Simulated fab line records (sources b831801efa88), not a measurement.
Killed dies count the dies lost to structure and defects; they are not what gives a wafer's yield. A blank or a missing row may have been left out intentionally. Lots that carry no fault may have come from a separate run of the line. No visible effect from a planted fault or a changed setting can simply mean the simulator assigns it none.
fab line records	flow sky130
record lots=7	wafers=21	lastDay=50
route steps=708 shown CONTACT@426 METAL1@434 PAD_OPEN@708
lots that met no fault: from a run of the same line without faults
startH: the number of hours between the record's first day and the start of the first shown wafer of the lot	waitH: hours from the lot's prior step to this one	" as in the row above	L1.1+2: a row that stands for several wafers	- value missing, or start not given	* or withheld: withheld	< > ~ a bound
route shown NAME@n: names a module that has steps shown in the file, with the first one's number in the route	usual: mean/standard deviation of fault-free wafers	same: alike in all rows	chamber/n: place in a boat	sites: readings site by site	_std_site: the values' standard deviation	_edge_site: the outer-site mean with the inner-site mean subtracted	radiusMm: how far each site lies from the wafer's centre	mask NAME#n: copy n	behind: the most recent tool/chamber to have shaped the wafer	hold: what put the lot on hold/how long, in hours/how the hold closed	device: whichever transistor did not switch (one of n, p or np)	end of line: tests of these same wafers at the route's end	for a step that has no rows: nothing shown but its recipe	killed: not the wafer's yield, but the dies lost to structure and defects at the first sort	map: a wafer's dies, x killed, . not, _ none there
set.NAME: the run value of the setting; set.NAME@STEP: its run value at that earlier step	model.NAME: the simulator's own value behind a step, which no gauge read
lots at some steps of the route; a table a step, a row a wafer
services: the hour from which a tool's chamber was out of use, counted from the record's first day as startH (under 0 if before that day), plus the number of hours and why
## steps
# step SKY_CONTACT_STRIP_20
# recipe chemistry=postEtchResidueRemover	timeS=1200	tempC=72.5
# step SKY_CONTACT_CLEAN_21
# recipe chemistry=IPA	timeS=180	tempC=25
# step SKY_CONTACT_CLEAN_22
# recipe chemistry=O3/DIW	dry=n2Spin
# step SKY_CONTACT_SPUTTER_23
# recipe material=TiN	targetThkNm=20	chamberPressurePa=5	powerW=4000	timeS=80
# usual cathodeDcPowerW=3999.9/0.72	chamberPressurePa=5.001/0.0086	throttleValvePct=29.7/0.85
lot.wafer	tool	chamber	startH	waitH	cathodeDcPowerW	chamberPressurePa	throttleValvePct
L711.1	pvdSputter-03	-	765.72	0.0	4000.2	5.005	28.8
L711.5	"	-	"	"	3999.4	5.002	29.1
L711.6	"	-	"	"	4000.6	4.996	29.3
L713.1	pvdSputter-03	-	782.13	0.0	4000.6	5.002	29.2
L713.2	"	-	"	"	4000.3	4.994	29.3
L713.6	"	-	"	"	3998.6	4.996	29.0
L714.1	pvdSputter-02	-	797.47	0.0	3999.2	4.997	30.5
L714.4	"	-	"	"	3999.8	4.991	29.4
L714.5	"	-	"	"	3999.7	4.996	30.5
L715.1	pvdSputter-02	-	803.12	0.0	3999.7	5.006	30.4
L715.3	"	-	"	"	4000.6	5.003	30.6
L715.4	"	-	"	"	3999.4	5.004	29.1
L716.1	pvdSputter-04	-	814.78	0.0	3999.5	5.005	29.7
L716.2	"	-	"	"	4000.8	5.010	28.5
L716.5	"	-	"	"	4000.6	5.000	28.8
L727.1	pvdSputter-03	-	909.13	0.0	3999.2	4.988	28.8
L727.4	"	-	"	"	4000.0	5.005	28.9
L727.6	"	-	"	"	3999.3	5.017	30.9
L730.1	pvdSputter-04	-	920.22	0.0	3999.6	4.998	29.4
L730.4	"	-	"	"	4000.2	4.984	29.4
L730.6	"	-	"	"	3999.6	5.010	31.5
# step SKY_CONTACT_CVD_24
# recipe material=W	targetThkNm=340	timeS=102.12	tempC=400	pressureTorr=40
# step SKY_CONTACT_RS_MEAS_25
# recipe thkMeasGauge=four-point-probe	reads=W_of_CONTACT_CVD_24+TiN_of_CONTACT_SPUTTER_23
# usual CONTACT_W_RS=0.337/0.0037
lot.wafer	tool	chamber	startH	waitH	CONTACT_W_RS[ohm/sq]
L711.1	filmMetro-04	-	765.89	0.1	0.333
L711.5	"	-	"	"	0.335
L711.6	"	-	"	"	0.334
L713.1	filmMetro-03	-	782.30	0.1	0.335
L713.2	"	-	"	"	0.335
L713.6	"	-	"	"	0.335
L714.1	filmMetro-03	-	797.64	0.1	0.338
L714.4	"	-	"	"	0.341
L714.5	"	-	"	"	0.337
L715.1	filmMetro-04	-	803.30	0.1	0.338
L715.3	"	-	"	"	0.334
L715.4	"	-	"	"	0.337
L716.1	filmMetro-03	-	814.95	0.1	0.330
L716.2	"	-	"	"	0.335
L716.5	"	-	"	"	0.338
L727.1	filmMetro-02	-	909.30	0.1	0.336
L727.4	"	-	"	"	0.335
L727.6	"	-	"	"	0.333
L730.1	filmMetro-03	-	920.39	0.1	0.330
L730.4	"	-	"	"	0.330
L730.6	"	-	"	"	0.338
# step SKY_CONTACT_THK_MEAS_26
# recipe thkMeasGauge=xrf	reads=W_of_CONTACT_CVD_24
# usual CONTACT_W_THK=349/5.3
lot.wafer	tool	chamber	startH	waitH	CONTACT_W_THK[nm]
L711.1	filmMetro-04	-	766.01	0.1	359
L711.5	"	-	"	"	356
L711.6	"	-	"	"	357
L713.1	filmMetro-03	-	782.42	0.1	351
L713.2	"	-	"	"	350
L713.6	"	-	"	"	350
L714.1	filmMetro-03	-	797.76	0.1	346
L714.4	"	-	"	"	346
L714.5	"	-	"	"	348
L715.1	filmMetro-04	-	803.42	0.1	356
L715.3	"	-	"	"	358
L715.4	"	-	"	"	356
L716.1	filmMetro-03	-	815.07	0.1	355
L716.2	"	-	"	"	352
L716.5	"	-	"	"	347
L727.1	filmMetro-02	-	909.42	0.1	349
L727.4	"	-	"	"	350
L727.6	"	-	"	"	353
L730.1	filmMetro-03	-	920.51	0.1	353
L730.4	"	-	"	"	353
L730.6	"	-	"	"	344
# step SKY_CONTACT_CMP_27
# recipe stopOn=SiO2	tOverpolishS=15	downForcePsi=3.5	platenRpm=60	targetThkNm=0	padVelocityMS=0.94248
# usual motorCurrentA=11.2/1.5	overpolishRunS=15.000/0.0091	timeToEndpointS=82/4.8
lot.wafer	tool	chamber	startH	waitH	motorCurrentA	overpolishRunS	timeToEndpointS
L711.1	cmp-01	3	766.17	0.1	9.1	15.014	82
L711.5	"	1	"	"	11.5	14.987	71
L711.6	"	2	"	"	10.0	14.985	78
L713.1	cmp-02	2	782.48	0.1	11.9	15.010	82
L713.2	"	0	"	"	10.8	15.005	86
L713.6	"	3	"	"	9.1	15.002	78
L714.4	cmp-01	1	797.82	0.0	11.9	15.013	72
L714.1	"	3	"	"	9.0	14.987	85
L714.5	"	1	"	"	11.8	14.996	75
L715.3	cmp-02	2	803.48	0.0	12.4	14.989	79
L715.4	"	3	"	"	9.7	14.996	78
L715.1	"	0	"	"	11.2	15.004	87
L716.1	cmp-02	1	815.13	0.1	10.9	15.000	84
L716.2	"	2	"	"	12.0	15.015	80
L716.5	"	2	"	"	12.2	15.014	79
L727.4	cmp-02	0	909.48	0.0	11.7	15.004	89
L727.1	"	1	"	"	11.4	14.989	86
L727.6	"	0	"	"	11.8	14.996	87
L730.4	cmp-02	0	920.62	0.1	11.2	15.015	89
L730.1	"	2	"	"	12.4	15.003	81
L730.6	"	0	"	"	11.6	15.004	89
# step SKY_METAL1_SPUTTER_00
# recipe material=Ti	targetThkNm=15	powerW=3000	timeS=10	chamberPressurePa=0.4
# step SKY_METAL1_SPUTTER_01
# recipe material=TiN	targetThkNm=20	powerW=6500	timeS=16.7	chamberPressurePa=0.4
# usual cathodeDcPowerW=6500.0/1.3	chamberPressurePa=0.4001/0.00078	throttleValvePct=29.4/0.97
lot.wafer	tool	chamber	startH	waitH	cathodeDcPowerW	chamberPressurePa	throttleValvePct
L711.1	pvdSputter-04	-	766.39	0.0	6499.7	0.4001	29.2
L711.5	"	-	"	"	6500.1	0.3990	29.5
L711.6	"	-	"	"	6499.5	0.4005	29.1
L713.1	pvdSputter-01	-	782.80	0.0	6501.1	0.4004	29.3
L713.2	"	-	"	"	6498.5	0.4000	29.6
L713.6	"	-	"	"	6502.9	0.4010	29.7
L714.1	pvdSputter-03	-	798.14	0.0	6497.5	0.4003	29.2
L714.4	"	-	"	"	6500.6	0.3998	30.8
L714.5	"	-	"	"	6499.3	0.3999	29.2
L715.1	pvdSputter-01	-	803.80	0.0	6499.4	0.4001	30.1
L715.3	"	-	"	"	6498.6	0.3997	27.5
L715.4	"	-	"	"	6497.6	0.3990	29.1
L716.1	pvdSputter-01	-	815.45	0.0	6499.7	0.4005	29.1
L716.2	"	-	"	"	6497.3	0.3996	27.4
L716.5	"	-	"	"	6500.1	0.3994	30.1
L727.1	pvdSputter-04	-	909.81	0.0	6499.5	0.3992	29.3
L727.4	"	-	"	"	6500.4	0.3998	28.5
L727.6	"	-	"	"	6501.6	0.4018	29.2
L730.1	pvdSputter-01	-	920.89	0.0	6498.7	0.4014	29.2
L730.4	"	-	"	"	6501.7	0.3995	29.4
L730.6	"	-	"	"	6500.1	0.4001	29.9
# step SKY_METAL1_SPUTTER_02
# recipe material=AlCu	targetThkNm=250	powerW=10600	timeS=13.3	chamberPressurePa=0.4
# usual cathodeDcPowerW=10600/2	chamberPressurePa=0.4000/0.0008	throttleValvePct=29.4/0.97
lot.wafer	tool	chamber	startH	waitH	cathodeDcPowerW	chamberPressurePa	throttleValvePct
L711.1	pvdSputter-04	-	766.42	0.0	10599	0.3993	29.2
L711.5	"	-	"	"	10601	0.3996	29.6
L711.6	"	-	"	"	10599	0.3999	29.2
L713.1	pvdSputter-01	-	782.83	0.0	10594	0.3981	29.2
L713.2	"	-	"	"	10602	0.3992	29.6
L713.6	"	-	"	"	10602	0.3996	29.5
L714.1	pvdSputter-03	-	798.17	0.0	10602	0.4005	29.6
L714.4	"	-	"	"	10600	0.3997	30.7
L714.5	"	-	"	"	10599	0.4012	29.2
L715.1	pvdSputter-01	-	803.82	0.0	10604	0.4011	30.5
L715.3	"	-	"	"	10599	0.4020	27.7
L715.4	"	-	"	"	10601	0.3998	29.2
L716.1	pvdSputter-01	-	815.48	0.0	10602	0.4006	29.3
L716.2	"	-	"	"	10602	0.3989	27.7
L716.5	"	-	"	"	10599	0.4007	30.2
L727.1	pvdSputter-04	-	909.83	0.0	10599	0.4000	29.1
L727.4	"	-	"	"	10600	0.4009	28.7
L727.6	"	-	"	"	10600	0.3991	29.4
L730.1	pvdSputter-01	-	920.92	0.0	10602	0.4005	29.4
L730.4	"	-	"	"	10600	0.4005	30.0
L730.6	"	-	"	"	10600	0.3995	30.2
# step SKY_METAL1_SPUTTER_03
# recipe material=Ti	targetThkNm=5	powerW=3000	timeS=3.3	chamberPressurePa=0.4
# usual cathodeDcPowerW=3000.0/0.5	chamberPressurePa=0.4000/0.00073	throttleValvePct=29.4/0.98
lot.wafer	tool	chamber	startH	waitH	cathodeDcPowerW	chamberPressurePa	throttleValvePct
L711.1	pvdSputter-04	-	766.44	0.0	3000.7	0.4009	29.1
L711.5	"	-	"	"	3000.6	0.4012	29.6
L711.6	"	-	"	"	2999.1	0.4013	29.4
L713.1	pvdSputter-01	-	782.85	0.0	3000.4	0.3988	29.2
L713.2	"	-	"	"	2999.9	0.3983	29.8
L713.6	"	-	"	"	3000.1	0.3985	29.5
L714.1	pvdSputter-03	-	798.19	0.0	3000.6	0.3984	29.3
L714.4	"	-	"	"	3000.5	0.3995	30.9
L714.5	"	-	"	"	3000.8	0.4008	29.3
L715.1	pvdSputter-01	-	803.85	0.0	3000.4	0.3998	30.1
L715.3	"	-	"	"	2999.9	0.3985	27.4
L715.4	"	-	"	"	2999.6	0.4003	29.1
L716.1	pvdSputter-01	-	815.50	0.0	2999.6	0.3993	29.2
L716.2	"	-	"	"	2999.5	0.4010	27.7
L716.5	"	-	"	"	3000.9	0.3994	30.2
L727.1	pvdSputter-04	-	909.86	0.0	3000.0	0.3996	29.2
L727.4	"	-	"	"	2999.8	0.3993	28.7
L727.6	"	-	"	"	3000.2	0.3998	29.4
L730.1	pvdSputter-01	-	920.94	0.0	2999.5	0.3995	28.8
L730.4	"	-	"	"	3000.6	0.3993	29.9
L730.6	"	-	"	"	2999.7	0.3992	29.9
# step SKY_METAL1_SPUTTER_04
# recipe material=TiN	targetThkNm=70	powerW=6500	timeS=58.3	chamberPressurePa=0.4
# usual cathodeDcPowerW=6500.1/1.1	chamberPressurePa=0.4000/0.0008	throttleValvePct=29.4/0.96
lot.wafer	tool	chamber	startH	waitH	cathodeDcPowerW	chamberPressurePa	throttleValvePct
L711.1	pvdSputter-04	-	766.46	0.0	6499.7	0.3996	29.2
L711.5	"	-	"	"	6499.7	0.3999	29.3
L711.6	"	-	"	"	6501.8	0.3991	29.4
L713.1	pvdSputter-01	-	782.87	0.0	-	-	-
L713.2	"	-	"	"	-	-	-
L713.6	"	-	"	"	-	-	-
L714.1	pvdSputter-03	-	798.21	0.0	-	-	-
L714.4	"	-	"	"	-	-	-
L714.5	"	-	"	"	-	-	-
L715.1	pvdSputter-01	-	803.87	0.0	-	-	-
L715.3	"	-	"	"	-	-	-
L715.4	"	-	"	"	-	-	-
L716.1	pvdSputter-01	-	815.52	0.0	6501.7	0.3999	29.2
L716.2	"	-	"	"	6498.7	0.4005	27.5
L716.5	"	-	"	"	6498.5	0.3992	30.3
L727.1	pvdSputter-04	-	909.87	0.0	6499.5	0.3999	29.2
L727.4	"	-	"	"	6501.9	0.3996	28.9
L727.6	"	-	"	"	6501.4	0.3995	29.5
L730.1	pvdSputter-01	-	920.96	0.0	6500.4	0.3997	28.8
L730.4	"	-	"	"	6499.7	0.4001	29.5
L730.6	"	-	"	"	6500.5	0.4001	30.1
# step SKY_METAL1_RS_MEAS_05
# recipe thkMeasGauge=four-point-probe	reads=TiN_of_METAL1_SPUTTER_04+Ti_of_METAL1_SPUTTER_03+AlCu_of_METAL1_SPUTTER_02+TiN_of_METAL1_SPUTTER_01+Ti_of_METAL1_SPUTTER_00
# usual METAL1_ALCU_RS=0.1264/0.0019
lot.wafer	tool	chamber	startH	waitH	METAL1_ALCU_RS[ohm/sq]
L711.1	filmMetro-03	-	766.51	0.0	0.1284
L711.5	"	-	"	"	0.1267
L711.6	"	-	"	"	0.1297
L713.1	filmMetro-04	-	782.92	0.0	0.1272
L713.2	"	-	"	"	0.1269
L713.6	"	-	"	"	0.1276
L714.1	filmMetro-03	-	798.26	0.0	0.1299
L714.4	"	-	"	"	0.1266
L714.5	"	-	"	"	0.1271
L715.1	filmMetro-03	-	803.91	0.0	0.1256
L715.3	"	-	"	"	0.1251
L715.4	"	-	"	"	0.1270
L716.1	filmMetro-03	-	815.57	0.0	0.1239
L716.2	"	-	"	"	0.1215
L716.5	"	-	"	"	0.1216
L727.1	filmMetro-04	-	909.92	0.0	0.1288
L727.4	"	-	"	"	0.1258
L727.6	"	-	"	"	0.1291
L730.1	filmMetro-04	-	921.05	0.1	0.1252
L730.4	"	-	"	"	0.1268
L730.6	"	-	"	"	0.1257
# step SKY_METAL1_THK_MEAS_06
# recipe thkMeasGauge=xrf	reads=AlCu_of_METAL1_SPUTTER_02
# usual METAL1_ALCU_THK=249/3.8
lot.wafer	tool	chamber	startH	waitH	METAL1_ALCU_THK[nm]
L711.1	filmMetro-03	-	766.63	0.1	246
L711.5	"	-	"	"	249
L711.6	"	-	"	"	242
L713.1	filmMetro-04	-	783.04	0.1	286
L713.2	"	-	"	"	289
L713.6	"	-	"	"	287
L714.1	filmMetro-03	-	798.38	0.1	279
L714.4	"	-	"	"	286
L714.5	"	-	"	"	286
L715.1	filmMetro-03	-	804.03	0.1	289
L715.3	"	-	"	"	289
L715.4	"	-	"	"	284
L716.1	filmMetro-03	-	815.69	0.1	250
L716.2	"	-	"	"	257
L716.5	"	-	"	"	257
L727.1	filmMetro-04	-	910.04	0.1	243
L727.4	"	-	"	"	250
L727.6	"	-	"	"	243
L730.1	filmMetro-04	-	921.17	0.1	251
L730.4	"	-	"	"	249
L730.6	"	-	"	"	253
# step SKY_METAL1_DEHYDRATE_07
# recipe tempC=200	timeS=60
# step SKY_PAD_OPEN_PROBE_99
# usual defectLimitedYield=82.8/2.1	killed_at_M0_to_M3=42/6.6	killed_at_M4_up=3.1/1.9	killedAtContacts=24/5.6	killedAtFrontEnd=15/4.8	killedAtOther=0.3/0.48	killedDies=84/10	killedOpen=47/6.8	killedShort=37/6.8
# same grossDies=492	killedAtBackSide=0
lot.wafer	tool	chamber	startH	waitH	defectLimitedYield[%]	killed_at_M0_to_M3	killed_at_M4_up	killedAtContacts	killedAtFrontEnd	killedAtOther	killedDies	killedOpen	killedShort	model.etest.via1Chain.rcOhm
L711.1	prober-01	-	1097.63	0.1	84.8	31	2	26	16	0	75	36	39	17.65
L711.5	prober-01	-	1097.83	0.2	80.9	37	5	33	19	0	94	46	48	16.7
L711.6	prober-01	-	1097.88	0.2	80.7	52	1	25	17	0	95	51	44	17.78
L713.1	prober-01	-	1109.48	0.1	81.3	50	1	23	18	0	92	46	46	29.99
L713.2	prober-01	-	1109.53	0.1	83.3	41	0	18	22	1	82	49	33	28.41
L713.6	prober-01	-	1109.73	0.2	84.1	44	2	23	8	1	78	41	37	28.98
L714.1	prober-02	-	1122.43	0.1	84.3	39	2	25	11	0	77	34	43	26.14
L714.4	prober-02	-	1122.58	0.2	85.0	40	4	18	12	0	74	42	32	27.48
L714.5	prober-02	-	1122.63	0.2	82.3	46	3	20	18	0	87	42	45	25.12
L715.1	prober-01	-	1126.53	0.1	83.9	37	0	26	16	0	79	42	37	28.18
L715.3	prober-01	-	1126.63	0.2	87.8	30	0	18	12	0	60	32	28	28.62
L715.4	prober-01	-	1126.68	0.2	83.9	38	2	28	11	0	79	52	27	29.62
L716.1	prober-02	-	1136.51	0.1	84.1	36	3	28	11	0	78	37	41	15.44
L716.2	prober-02	-	1136.56	0.1	85.8	37	3	17	13	0	70	33	37	15.86
L716.5	prober-02	-	1136.71	0.2	81.3	43	4	28	17	0	92	53	39	15.78
L727.1	prober-01	-	1197.77	0.1	84.1	36	6	29	6	1	78	51	27	16.77
L727.4	prober-01	-	1197.92	0.2	83.1	42	5	23	13	0	83	48	35	16.47
L727.6	prober-01	-	1198.02	0.2	82.7	33	6	33	13	0	85	49	36	16.92
L730.1	prober-02	-	1203.38	0.1	85.0	44	1	18	11	0	74	43	29	16.84
L730.4	prober-02	-	1203.53	0.2	83.9	42	2	21	14	0	79	37	42	15.9
L730.6	prober-02	-	1203.63	0.2	83.1	44	3	27	9	0	83	47	36	16.69
# killed by level:class
L711.1 CONTACT:geometricParticle:open=9 POLY_GATE:geometricParticle:short=6 LI_CONTACT:geometricParticle:open=6 METAL1:geometricParticle:short=6 VIA2:geometricParticle:open=6 VIA1:geometricParticle:open=5 LI_CONTACT:geometricParticle:short=4 CONTACT:geometricParticle:short=4
L711.5 CONTACT:geometricParticle:open=11 FIELD_ISO:geometricParticle:short=8 LI_CONTACT:geometricParticle:open=8 VIA1:geometricParticle:open=8 FIELD_ISO:geometricParticle:open=7 CONTACT:geometricParticle:short=6 VIA3:geometricParticle:open=6 LOCAL_INTERCONNECT:geometricParticle:short=5
L711.6 METAL1:geometricParticle:short=12 CONTACT:geometricParticle:open=11 VIA1:geometricParticle:open=10 VIA3:geometricParticle:open=9 FIELD_ISO:geometricParticle:short=6 LI_CONTACT:geometricParticle:open=5 CONTACT:geometricParticle:short=5 VIA1:geometricParticle:short=5
L713.1 VIA1:geometricParticle:open=11 VIA2:geometricParticle:open=11 VIA1:geometricParticle:short=8 LI_CONTACT:geometricParticle:open=6 CONTACT:geometricParticle:short=6 FIELD_ISO:geometricParticle:short=5 METAL1:geometricParticle:short=5 METAL3:geometricParticle:short=5
L713.2 VIA1:geometricParticle:open=9 VIA2:geometricParticle:open=9 POLY_GATE:geometricParticle:open=7 CONTACT:geometricParticle:open=7 VIA1:geometricParticle:short=7 LI_CONTACT:geometricParticle:open=6 FIELD_ISO:geometricParticle:short=5 METAL1:geometricParticle:short=4
L713.6 METAL1:geometricParticle:short=11 VIA1:geometricParticle:open=10 LI_CONTACT:geometricParticle:open=7 CONTACT:geometricParticle:open=6 METAL1:geometricParticle:open=4 VIA3:geometricParticle:open=4 LI_CONTACT:geometricParticle:short=3 LOCAL_INTERCONNECT:geometricParticle:short=3
L714.1 VIA1:geometricParticle:open=10 METAL1:geometricParticle:short=9 LOCAL_INTERCONNECT:geometricParticle:short=8 CONTACT:geometricParticle:open=7 VIA2:geometricParticle:open=6 CONTACT:geometricParticle:short=5 VIA1:geometricParticle:short=5 METAL3:geometricParticle:short=4
L714.4 METAL1:geometricParticle:short=9 CONTACT:geometricParticle:open=7 VIA1:geometricParticle:open=7 LI_CONTACT:geometricParticle:open=5 VIA1:geometricParticle:short=5 VIA2:geometricParticle:open=5 VIA3:geometricParticle:open=5 METAL1:geometricParticle:open=4
L714.5 VIA1:geometricParticle:open=14 METAL1:geometricParticle:short=7 FIELD_ISO:geometricParticle:open=6 VIA1:geometricParticle:short=6 LI_CONTACT:geometricParticle:short=5 LOCAL_INTERCONNECT:geometricParticle:short=5 VIA2:geometricParticle:open=5 FIELD_ISO:geometricParticle:short=4
L715.1 VIA3:geometricParticle:open=10 CONTACT:geometricParticle:open=9 METAL1:geometricParticle:short=8 LOCAL_INTERCONNECT:geometricParticle:short=7 LI_CONTACT:geometricParticle:open=6 POLY_GATE:geometricParticle:short=4 VIA2:geometricParticle:open=4 VIA1:geometricParticle:short=4
L715.3 CONTACT:geometricParticle:open=11 METAL1:geometricParticle:short=5 VIA2:geometricParticle:short=5 FIELD_ISO:geometricParticle:short=4 VIA1:geometricParticle:short=4 VIA2:geometricParticle:open=4 POLY_GATE:geometricParticle:open=3 LI_CONTACT:geometricParticle:open=3
L715.4 VIA1:geometricParticle:open=10 CONTACT:geometricParticle:open=9 VIA3:geometricParticle:open=9 LI_CONTACT:geometricParticle:open=8 LOCAL_INTERCONNECT:geometricParticle:short=8 METAL1:geometricParticle:short=5 VIA2:geometricParticle:open=5 FIELD_ISO:geometricParticle:open=4
L716.1 METAL2:geometricParticle:short=9 VIA1:geometricParticle:open=8 LI_CONTACT:geometricParticle:open=8 CONTACT:geometricParticle:open=7 LI_CONTACT:geometricParticle:short=5 LOCAL_INTERCONNECT:geometricParticle:short=5 VIA1:geometricParticle:short=4 METAL2:geometricParticle:open=3
L716.2 METAL1:geometricParticle:short=9 VIA3:geometricParticle:open=6 LI_CONTACT:geometricParticle:open=5 METAL2:geometricParticle:short=4 CONTACT:geometricParticle:open=4 METAL3:geometricParticle:short=4 VIA2:geometricParticle:short=4 FIELD_ISO:geometricParticle:short=3
L716.5 VIA2:geometricParticle:open=10 CONTACT:geometricParticle:open=10 FIELD_ISO:geometricParticle:short=8 VIA3:geometricParticle:open=8 CONTACT:geometricParticle:short=8 LI_CONTACT:geometricParticle:open=7 METAL1:geometricParticle:short=6 METAL2:geometricParticle:short=6
L727.1 CONTACT:geometricParticle:open=15 VIA2:geometricParticle:open=9 VIA3:geometricParticle:open=7 VIA1:geometricParticle:open=5 VIA1:geometricParticle:short=4 FIELD_ISO:geometricParticle:short=3 LI_CONTACT:geometricParticle:short=3 LI_CONTACT:geometricParticle:open=3
L727.4 CONTACT:geometricParticle:open=10 VIA1:geometricParticle:open=9 VIA2:geometricParticle:open=7 METAL1:geometricParticle:short=6 LI_CONTACT:geometricParticle:open=4 LOCAL_INTERCONNECT:geometricParticle:short=4 CONTACT:geometricParticle:short=4 VIA3:geometricParticle:open=4
L727.6 CONTACT:geometricParticle:open=20 VIA1:geometricParticle:open=7 FIELD_ISO:geometricParticle:short=6 METAL1:geometricParticle:short=6 VIA3:geometricParticle:open=6 LI_CONTACT:geometricParticle:open=4 METAL4:geometricParticle:short=4 LI_CONTACT:geometricParticle:short=3
L730.1 VIA1:geometricParticle:open=13 VIA3:geometricParticle:open=7 METAL2:geometricParticle:short=6 METAL1:geometricParticle:short=6 CONTACT:geometricParticle:open=5 CONTACT:geometricParticle:short=5 VIA2:geometricParticle:open=5 SPACER:geometricParticle:open=4
L730.4 METAL1:geometricParticle:short=9 POLY_GATE:geometricParticle:open=7 CONTACT:geometricParticle:open=7 CONTACT:geometricParticle:short=7 VIA3:geometricParticle:open=6 METAL1:geometricParticle:open=4 VIA1:geometricParticle:open=4 VIA1:geometricParticle:short=4
L730.6 LI_CONTACT:geometricParticle:open=10 VIA1:geometricParticle:open=10 METAL2:geometricParticle:short=8 CONTACT:geometricParticle:open=8 METAL1:geometricParticle:short=7 VIA3:geometricParticle:open=6 VIA1:geometricParticle:short=5 VIA2:geometricParticle:open=5
## services
tool	chamber	startH	hours	kind
cmp-02	-	742.07	7.5	pm
cmp-01	-	743.11	0.4	repair
pvdSputter-01	-	749.22	2.4	repair
cmp-02	-	749.54	4.0	pm
cmp-01	-	751.21	1.0	repair
pvdSputter-04	3	761.93	-	consumableReplace:kit
pvdSputter-04	3	761.93	18.0	scheduledDown
cmp-01	-	768.81	4.5	pm
pvdSputter-03	-	785.43	3.6	repair
pvdSputter-03	-	787.33	2.6	repair
cmp-01	-	792.47	1.1	repair
cmp-01	-	820.59	1.5	repair
pvdSputter-03	-	832.78	2.4	repair
cmp-01	-	834.00	0.6	repair
pvdSputter-02	-	838.63	0.8	repair
cmp-01	-	846.38	3.3	repair
cmp-02	-	855.13	5.5	pm
pvdSputter-01	2	860.34	-	consumableReplace:kit
pvdSputter-01	2	860.34	18.0	scheduledDown
pvdSputter-01	2	860.34	18.0	ventCycle
cmp-01	-	886.17	18.4	repair
cmp-01	-	906.49	0.8	repair
pvdSputter-01	-	908.64	2.2	repair
cmp-01	-	912.18	4.0	pm
## key
firstSign step=SKY_METAL1_SPUTTER_04	reading=toolRecord	direction=missing
effect step=SKY_METAL1_THK_MEAS_06	reading=METAL1_ALCU_THK	direction=up	sigmas=9.7	usual=249	struck=286
modelEffect step=SKY_PAD_OPEN_PROBE_99	value=etest.via1Chain.rcOhm	without=17.14	struck=28.06
metAt SKY_METAL1_SPUTTER_04
struckWafers L713.1,L713.2,L713.6,L714.1,L714.4,L714.5,L715.1,L715.3,L715.4
fault kind=skippedStepWhole	tool=pvdSputter-01,pvdSputter-03	chamber=-	onsetH=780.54	steps=SKY_METAL1_SPUTTER_04	scope=struckLotsOnly
